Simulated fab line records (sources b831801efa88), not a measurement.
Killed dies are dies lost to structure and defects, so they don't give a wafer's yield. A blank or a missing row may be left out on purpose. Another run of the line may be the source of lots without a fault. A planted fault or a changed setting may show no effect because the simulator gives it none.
2 desks looking at one fault    flow sky130    every desk sees just its own numbers, and what lay behind them comes last

## AT THE TOOL OWNER'S DESK: furnace-01
The tool's own readings at SKY_GATE_OXIDE_OXIDATION_16 (stabilise 600 s, purge 300 s, target thk 3.57 nm): means of the sampled wafers that have a number, for each lot that ran on this tool. The brackets show how far a lot's mean lies from the usual mean; more than 4 standard deviations puts the lot out of limits, marked OUT.
Columns: A = spike-tc-upper-C at SKY_GATE_OXIDE_OXIDATION_16, usual 801.2 C; B = tube-center-temp-C at SKY_GATE_OXIDE_OXIDATION_16, usual 800.01 C; C = tube_center_temp_C_max at SKY_GATE_OXIDE_OXIDATION_16, usual 802.0
lot   first seen here  A      B       C
L184  day 18 06:41     801.0  799.98  802.3
L185  day 18 16:59     800.4  800.00  802.0
L189  day 19 20:59     800.6  799.96  802.0
Finding of this desk: none of the 3 lots has anything out of limits.

## THE METROLOGY DESK
Means of the sampled wafers that have a number, per lot and without regard to the tool the lot ran on: this is what the gauges read. The brackets show how far a lot's mean lies from the usual mean; more than 4 standard deviations puts the lot out of limits, marked OUT.
Columns: A = GATE_OXIDE_OVL at SKY_GATE_OXIDE_OVL_MEAS_10, usual 0.4 nm; B = GATE_OXIDE_TW at SKY_GATE_OXIDE_TW_MEAS_14, usual 223.4
lot   first seen here  A     B
L176  day 15 06:19     -0.8  227.9
L184  day 18 05:16     -1.9  219.7
L185  day 18 16:29     -0.8  224.5
L187  day 19 08:33     -0.5  224.2
L188  day 19 18:21     2.7   224.1
L189  day 19 20:25     1.4   224.7
Finding of this desk: none of the 6 lots has anything out of limits.

## ALL TOGETHER
Nothing out of limits was seen by the tool owner's desk.
Nothing out of limits was seen by the metrology desk.

## WHAT WAS PUT IN BY THE SIMULATOR
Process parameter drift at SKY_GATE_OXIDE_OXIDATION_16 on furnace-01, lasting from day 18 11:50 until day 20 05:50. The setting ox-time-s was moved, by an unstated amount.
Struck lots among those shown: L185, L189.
